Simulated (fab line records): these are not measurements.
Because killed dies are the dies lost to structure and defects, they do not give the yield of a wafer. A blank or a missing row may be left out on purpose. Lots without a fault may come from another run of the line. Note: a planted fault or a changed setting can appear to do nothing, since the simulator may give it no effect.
Which tool was responsible? | flow gf180mcu | Sampling: 12 lots, 34 wafers, 5 of 602 route steps

## WHAT THE GAUGES SHOWED, per wafer
GF_CONTACT_RS_MEAS_25: measurement is done with a four-point probe.
lot  | measured     | on            | CONTACT_W_RS (ohm/sq)
L203 | day 16 11:16 | film_metro-03 | 0.389 0.387 0.385
L204 | day 16 18:43 | film_metro-04 | 0.385 0.385 0.387
L205 | day 17 05:03 | film_metro-02 | 0.384 0.381 0.384
L208 | day 18 05:35 | film_metro-03 | 0.390 0.382 0.378
L210 | day 18 21:11 | film_metro-04 | 0.378 0.389 0.388
L214 | day 20 03:35 | film_metro-03 | 0.390 0.590
L217 | day 21 11:35 | film_metro-02 | 0.602 0.384
L221 | day 22 20:35 | film_metro-03 | 0.380 0.385 0.384
L222 | day 23 07:28 | film_metro-02 | 0.385 0.380 0.380
L223 | day 23 21:07 | film_metro-02 | 0.379 0.378 0.380
L225 | day 24 07:36 | film_metro-03 | 0.380 0.384 0.379
L224 | day 24 08:31 | film_metro-02 | 0.385 0.382 0.380

GF_CONTACT_THK_MEAS_26: measures by xrf.
lot  | measured     | on            | CONTACT_W_THK (nm)
L203 | day 16 11:23 | film_metro-03 | 295 295 296
L204 | day 16 18:50 | film_metro-04 | 300 297 296
L205 | day 17 05:10 | film_metro-02 | 297 299 296
L208 | day 18 05:41 | film_metro-03 | 294 300 304
L210 | day 18 21:17 | film_metro-04 | 305 297 295
L214 | day 20 03:40 | film_metro-03 | 290 192
L217 | day 21 11:41 | film_metro-02 | 189 294
L221 | day 22 20:43 | film_metro-03 | 295 292 295
L222 | day 23 07:35 | film_metro-02 | 296 298 299
L223 | day 23 21:14 | film_metro-02 | 300 302 297
L225 | day 24 07:43 | film_metro-03 | 295 294 298
L224 | day 24 08:37 | film_metro-02 | 292 297 297

## WHAT TOOL EACH LOT RAN ON (gives the tool, then ch and the chambers of the sampled wafers, and finally the start)
lot  | GF_CONTACT_ETCH_16                 | GF_CONTACT_SPUTTER_22        | GF_CONTACT_CVD_24
L203 | rie_diel-01 ch 0,2,3, day 16 10:36 | pvd_sputter-04, day 16 11:04 | cvd_w-01 ch 0,1, day 16 11:10
L204 | rie_diel-02 ch 0,1,3, day 16 18:03 | pvd_sputter-04, day 16 18:31 | cvd_w-02 ch 0,1, day 16 18:37
L205 | rie_diel-03 ch 0,1,3, day 17 04:17 | pvd_sputter-04, day 17 04:51 | cvd_w-01 ch 0,1, day 17 04:57
L208 | rie_diel-01 ch 0,1, day 18 04:53   | pvd_sputter-01, day 18 05:21 | cvd_w-02 ch 0,1, day 18 05:29
L210 | rie_diel-02 ch 1,2,3, day 18 20:23 | pvd_sputter-04, day 18 20:58 | cvd_w-02 ch 0,1, day 18 21:04
L214 | rie_diel-02 ch 2,3, day 20 02:51   | pvd_sputter-02, day 20 03:20 | cvd_w-01 ch 0,1, day 20 03:29
L217 | rie_diel-01 ch 0,2, day 21 10:53   | pvd_sputter-04, day 21 11:21 | cvd_w-01 ch 0,1, day 21 11:29
L221 | rie_diel-02 ch 0,1,2, day 22 19:56 | pvd_sputter-04, day 22 20:23 | cvd_w-02 ch 0,1, day 22 20:29
L222 | rie_diel-01 ch 1,3, day 23 06:48   | pvd_sputter-04, day 23 07:16 | cvd_w-02 ch 0,1, day 23 07:22
L223 | rie_diel-02 ch 0,2, day 23 20:26   | pvd_sputter-04, day 23 20:55 | cvd_w-02 ch 0,1, day 23 21:01
L225 | rie_diel-02 ch 2,3, day 24 06:56   | pvd_sputter-01, day 24 07:24 | cvd_w-02 ch 0,1, day 24 07:30
L224 | rie_diel-03 ch 2,3, day 24 07:47   | pvd_sputter-04, day 24 08:15 | cvd_w-01 ch 0,1, day 24 08:23
- GF_CONTACT_ETCH_16: etches BARC in N2/H2.
- GF_CONTACT_SPUTTER_22: material Ti, target thk 15 nm, time 80.02 s.
- GF_CONTACT_CVD_24: deposits W, target thk 300 nm, time 90.339 s.

## AS READ BY THE TOOLS THEMSELVES (means over the sampled wafers that have a number; for cases with no such wafer, the mark the record gives instead)
GF_CONTACT_ETCH_16.
lot  | tool        | drypump_motor_current_A (A) | oes_product_au (a.u.) | throttle_valve_pct (%)
L203 | rie_diel-01 | 5.8                         | 0.850                 | 13.234
L204 | rie_diel-02 | 4.9                         | 0.858                 | 13.223
L205 | rie_diel-03 | 5.9                         | 0.855                 | 13.216
L208 | rie_diel-01 | 5.5                         | 0.855                 | 13.220
L210 | rie_diel-02 | 5.1                         | 0.852                 | 13.222
L214 | rie_diel-02 | 5.2                         | 0.849                 | 13.230
L217 | rie_diel-01 | 5.8                         | 0.855                 | 13.232
L221 | rie_diel-02 | 5.0                         | 0.852                 | 13.222
L222 | rie_diel-01 | 5.4                         | 0.852                 | 13.227
L223 | rie_diel-02 | 5.1                         | 0.855                 | 13.219
L225 | rie_diel-02 | 5.2                         | 0.858                 | 13.228
L224 | rie_diel-03 | 6.0                         | 0.855                 | 13.231

GF_CONTACT_SPUTTER_22.
lot  | tool           | throttle_valve_pct (%)
L203 | pvd_sputter-04 | 29.5
L204 | pvd_sputter-04 | 29.8
L205 | pvd_sputter-04 | 30.2
L208 | pvd_sputter-01 | 29.2
L210 | pvd_sputter-04 | 29.7
L214 | pvd_sputter-02 | 29.6
L217 | pvd_sputter-04 | 29.1
L221 | pvd_sputter-04 | 29.5
L222 | pvd_sputter-04 | 30.1
L223 | pvd_sputter-04 | 29.9
L225 | pvd_sputter-01 | 29.1
L224 | pvd_sputter-04 | 29.5

GF_CONTACT_CVD_24.
lot  | tool     | heater_power_w (W)
L203 | cvd_w-01 | 818
L204 | cvd_w-02 | 745
L205 | cvd_w-01 | 864
L208 | cvd_w-02 | 751
L210 | cvd_w-02 | 757
L214 | cvd_w-01 | 862
L217 | cvd_w-01 | 851
L221 | cvd_w-02 | 750
L222 | cvd_w-02 | 753
L223 | cvd_w-02 | 740
L225 | cvd_w-02 | 759
L224 | cvd_w-01 | 883

## THE ANSWER, worked out from the rows above alone
Rule: usual is defined by the lots themselves. The widest of any qualifying gaps counts: lots, ordered by their means at a reading, are off when they make up no more than a third of the lots, leave a main group of 4 or more, and stand apart from it by 3 or more times the standard deviation of that group's means. A main group whose means are all the same, to the digits that the tables above print for the reading, isn't used. A lot without any number at a reading at which 4 lots or more have one is off too. Where the step has rows for the other lots, those lots are counted as sound. Order of review: gauges by route order, followed by the tools' own readings, for which a lot's mean as printed above is used. The first step at which some lot is off is used, and at that step the reading that is off furthest; a lot without a number counts as furthest.
Off: L214, L217, at GF_CONTACT_RS_MEAS_25 (CONTACT_W_RS). The main group has a mean of 0.383 ohm/sq with a standard deviation of 0.0022.
If a tool, at a process step before that reading, ran all the lots that are off and no sound lot after the first of them, it fits. The gauges at GF_CONTACT_RS_MEAS_25 are tried like those tools. No candidate that was tried fits.

## WHAT THE SIMULATOR HAD PUT IN
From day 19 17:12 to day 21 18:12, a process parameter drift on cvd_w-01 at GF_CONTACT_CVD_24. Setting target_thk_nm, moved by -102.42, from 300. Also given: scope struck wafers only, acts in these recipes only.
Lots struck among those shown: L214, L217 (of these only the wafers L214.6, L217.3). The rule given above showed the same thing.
